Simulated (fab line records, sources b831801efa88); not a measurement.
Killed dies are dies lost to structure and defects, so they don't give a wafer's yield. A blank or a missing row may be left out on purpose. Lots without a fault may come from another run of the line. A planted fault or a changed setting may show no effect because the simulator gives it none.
Which tool did it? | flow gf180mcu | 6 lots, 18 wafers sampled, at 2 steps of a route of 602

WHAT THE GAUGES READ, wafer by wafer
GF_POLY_GATE_CD_MEAS_10: target cd 280 nm.
lot  | measured     | on        | cd_nm (nm)
L753 | day 9 14:58  | cd_sem-01 | 279.6 278.8 280.3
L757 | day 10 10:16 | cd_sem-01 | 279.0 278.0 279.7
L760 | day 11 07:52 | cd_sem-01 | 280.4 279.5 281.3
L767 | day 13 12:13 | cd_sem-02 | 278.6 279.8 279.0
L771 | day 14 19:31 | cd_sem-02 | 281.7 281.0 279.0
L773 | day 16 02:51 | cd_sem-01 | 279.2 279.1 281.0

WHICH TOOL RAN EACH LOT (tool, then ch and the chambers of the sampled wafers, then the start)
lot  | GF_POLY_GATE_EXPOSE_07
L753 | krf_scanner-02 ch 0, day 9 06:38
L757 | krf_scanner-01 ch 0, day 10 00:55
L760 | krf_scanner-02 ch 0, day 10 23:34
L767 | krf_scanner-02 ch 0, day 13 02:05
L771 | krf_scanner-01 ch 0, day 14 09:26
L773 | krf_scanner-02 ch 0, day 15 16:16
- GF_POLY_GATE_EXPOSE_07: exposes mask Poly2, target cd 280 nm.

THE ANSWER, worked out from the rows above alone
Rule: what is usual is taken from the lots themselves. Put in order of their means at a reading, lots are off if they are a third of the lots or fewer, leave a main group of 4 or more, and stand apart from it by a gap of 3 or more times the standard deviation of the main group's means; of several such gaps the widest counts. A main group whose means are all the same, to the digits that the tables above print for the reading, isn't used. A lot without any number at a reading at which 4 lots or more have one is off too. The other lots that the step has rows for count as sound.
No lot is off at any reading shown: from this, nothing can be told.

WHAT THE SIMULATOR HAD PUT IN
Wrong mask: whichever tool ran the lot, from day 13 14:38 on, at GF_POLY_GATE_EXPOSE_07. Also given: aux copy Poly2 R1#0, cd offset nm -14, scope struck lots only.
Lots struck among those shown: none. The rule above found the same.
